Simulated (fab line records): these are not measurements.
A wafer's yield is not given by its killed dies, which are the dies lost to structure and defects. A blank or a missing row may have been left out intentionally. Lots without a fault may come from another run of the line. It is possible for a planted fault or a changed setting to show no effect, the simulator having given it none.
A lot that was struck, set against a sound lot    flow sky130    18 out of 708 route steps
Sound: the wafers L570.2, L570.3, L570.5. Struck: wafer L586.4 (left out: L586.3, L586.5 of the same lot, which were not struck); the cause appears at the end.
Each step with rows lists, per side, the tool, then ch with its chambers, then its first start. Under that, the readings that differ: sound wafers    struck wafers    difference of the means    sigmas: that difference in standard deviations of wafers without a fault.
alike: words and numbers the same on both sides, and readings whose means are apart by under 2 such deviations; not compared: readings that were withheld, readings missing a value for some wafer, numbers with overlapping values and no deviation given by the record, and bounds like >300 which may hide the same value.
The two part at a step that has a row with sigmas, a row that says differs or no value, or rows on one side only. When numbers do not overlap yet have no deviation, they are printed without sigmas and do not part them. Lack of a reading on every wafer of one side parts them only where that side has two or more wafers.

first, 5 steps without rows for these wafers: SKY_VIA1_ETCH_15 (etches SiO2 in C4F8/O2/Ar, stops on TiN, target depth 351 nm, time 54 s); SKY_VIA1_STRIP_16 (strips in O2/N2); SKY_VIA1_STRIP_17 (strips in post etch residue remover, time 1200 s); SKY_VIA1_CLEAN_18 (cleans in IPA, time 180 s); SKY_VIA1_CLEAN_19 (cleans in O3/DIW).
SKY_VIA1_SPUTTER_20: material TiN, target thk 20 nm, time 80 s.
  sound: pvdSputter-01 at day 35 22:43; struck: pvdSputter-04 at day 40 23:07
  alike: cathodeDcPowerW, chamberPressurePa, throttleValvePct
SKY_VIA1_CVD_21: deposits W, target thk 270 nm, time 80.902 s.
  sound on cvdW-01 ch 0,1, day 35 22:47; struck on cvdW-02 ch 1, day 40 23:12
  alike: chamberPressureTorr, heaterPowerOuterW, heaterPowerW
SKY_VIA1_RS_MEAS_22: the measuring method here is four-point-probe.
  sound: filmMetro-04 at day 35 22:54; struck: filmMetro-03 at day 40 23:18
  alike: VIA1_W_RS
SKY_VIA1_THK_MEAS_23: measures by xrf.
  sound: filmMetro-04 at day 35 23:01; struck: filmMetro-03 at day 40 23:24
  alike: VIA1_W_THK
SKY_VIA1_CMP_24: polishes, stops on SiO2, t overpolish 15 s, target thk 0 nm.
  sound on cmp-02 ch 1,2,3, day 35 23:07; struck on cmp-01 ch 2, day 40 23:26
reading            sound         struck  difference  sigmas
motorCurrentA (A)  9.5 9.4 10.6  12.6    +2.8        +3
  alike: edgeZonePressureFrac, overpolishRunS, slurryFilterDpKPa, slurryFlowMlMin, timeToEndpointS
then, 1 step without rows for these wafers: SKY_METAL2_SPUTTER_00 (material Ti, target thk 15 nm, time 10 s).
SKY_METAL2_SPUTTER_01: material TiN, target thk 20 nm, time 16.7 s.
  sound: pvdSputter-02 at day 35 23:23; struck: pvdSputter-04 at day 40 23:46
reading                 sound                 struck  difference  sigmas
chamberPressurePa (Pa)  0.3996 0.4022 0.4019  0.3989  -0.0023     -3
  alike: cathodeDcPowerW, throttleValvePct
SKY_METAL2_SPUTTER_02: material AlCu, target thk 250 nm, time 13.3 s.
  sound: pvdSputter-02 at day 35 23:25; struck: pvdSputter-04 at day 40 23:47
reading                                     sound            struck  difference  sigmas
model.AlCu_of_METAL2_SPUTTER_02.thkNm (nm)  248.4 247.6 247  288.7   +41.0       
  alike: cathodeDcPowerW, chamberPressurePa, throttleValvePct
SKY_METAL2_SPUTTER_03: material Ti, target thk 5 nm, time 3.3 s.
  sound: pvdSputter-02 at day 35 23:26; struck: pvdSputter-04 at day 40 23:49
  alike: cathodeDcPowerW, chamberPressurePa, throttleValvePct
then, 1 step without rows for these wafers: SKY_METAL2_SPUTTER_04 (material TiN, target thk 70 nm, time 58.3 s).
SKY_METAL2_RS_MEAS_05: the measuring method here is four-point-probe.
  sound: filmMetro-02 at day 35 23:31; struck: filmMetro-04 at day 41 00:13
reading                  sound                 struck  difference  sigmas
METAL2_ALCU_RS (ohm/sq)  0.1276 0.1282 0.1284  0.1095  -0.0186     -11
  not compared: hold
SKY_METAL2_THK_MEAS_06: measures by xrf.
  sound: filmMetro-02 at day 35 23:38; struck: filmMetro-04 at day 41 02:22
reading               sound        struck  difference  sigmas
METAL2_ALCU_THK (nm)  252 251 250  292     +41         +12
  not compared: hold
-- the record jumps here: 10 days lie between the struck wafers' starts before and after (it left off in module METAL2 and takes up again in module PAD_OPEN, whose first step shown is number 708 of the route) --
SKY_PAD_OPEN_PROBE_99:
  sound: prober-02 at day 47 09:01; struck: prober-01 at day 50 22:14
reading                     sound                 struck  difference  sigmas
killedAtContacts            25 27 23              42      +17         +3
sort_bin_3_pad_short (%)    0.6 0.2 0.8           1.6     +1.1        +2
model.etest.met2.lineOhmUm  0.9537 0.9327 0.9094  0.8087  -0.1232     
model.etest.met2.rsOhmSq    0.1307 0.1294 0.1306  0.1118  -0.0184     
  alike: defectLimitedYield, killed_at_M0_to_M3, killed_at_M4_up, killedAtFrontEnd, killedAtOther, killedDies, killedOpen, killedShort, sort_bin_5_function, sort_bin_6_memory, sortNPass, sortYieldPct

== WHERE THEY PART ==
At SKY_VIA1_CMP_24 first; at SKY_PAD_OPEN_PROBE_99 last (within this record only).

WHY: the cause the simulator had injected
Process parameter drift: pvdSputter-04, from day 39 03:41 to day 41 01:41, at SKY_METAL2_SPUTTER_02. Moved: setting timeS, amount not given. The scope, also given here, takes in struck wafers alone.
